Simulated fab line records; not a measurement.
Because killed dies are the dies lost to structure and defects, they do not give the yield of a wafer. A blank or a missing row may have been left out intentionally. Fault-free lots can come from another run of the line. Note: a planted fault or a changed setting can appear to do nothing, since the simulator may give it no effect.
What tool caused it? || flow sky130 || 10 lots, 30 wafers sampled, at 1 step of a route of 708

== WHAT THE GAUGES SHOWED, per wafer ==
SKY_SD_P_TW_MEAS_11.
{"lot": "L695", "measured": "day 27 11:22", "on": "film_metro-03", "SD_P_TW": "2814 2845 2819"}
{"lot": "L696", "measured": "day 27 21:31", "on": "film_metro-02", "SD_P_TW": "2825 2841 2832"}
{"lot": "L697", "measured": "day 28 05:29", "on": "film_metro-02", "SD_P_TW": "2834 2827 2835"}
{"lot": "L698", "measured": "day 28 14:42", "on": "film_metro-02", "SD_P_TW": "2846 2830 2833"}
{"lot": "L701", "measured": "day 30 00:13", "on": "film_metro-01", "SD_P_TW": "2793 2817 2790"}
{"lot": "L702", "measured": "day 30 09:26", "on": "film_metro-01", "SD_P_TW": "2803 2801 2802"}
{"lot": "L708", "measured": "day 32 13:36", "on": "film_metro-01", "SD_P_TW": "2816 2813 2807"}
{"lot": "L711", "measured": "day 33 12:34", "on": "film_metro-01", "SD_P_TW": "2832 2812 2828"}
{"lot": "L712", "measured": "day 33 14:25", "on": "film_metro-02", "SD_P_TW": "2815 2829 2833"}
{"lot": "L713", "measured": "day 33 21:32", "on": "film_metro-01", "SD_P_TW": "2820 2821 2812"}

== TOOL THAT RAN EACH LOT (tool first, then ch and the chambers of the sampled wafers, then the start) ==
No process step before these readings appears in the record.

== THE ANSWER, worked out from the rows above alone ==
Rule: the usual values come from the lots themselves. The widest of any qualifying gaps counts: lots, ordered by their means at a reading, are off when they make up no more than a third of the lots, leave a main group of 4 or more, and stand apart from it by 3 or more times the standard deviation of that group's means. A main group is skipped when, at the precision printed for the reading in the tables above, its means are all equal. A lot without any number at a reading at which 4 lots or more have one is off too. All remaining lots with rows at the step are treated as sound.
Across all readings shown, no lot is off: no conclusion can be drawn from this.

== WHAT THE SIMULATOR HAD INSERTED ==
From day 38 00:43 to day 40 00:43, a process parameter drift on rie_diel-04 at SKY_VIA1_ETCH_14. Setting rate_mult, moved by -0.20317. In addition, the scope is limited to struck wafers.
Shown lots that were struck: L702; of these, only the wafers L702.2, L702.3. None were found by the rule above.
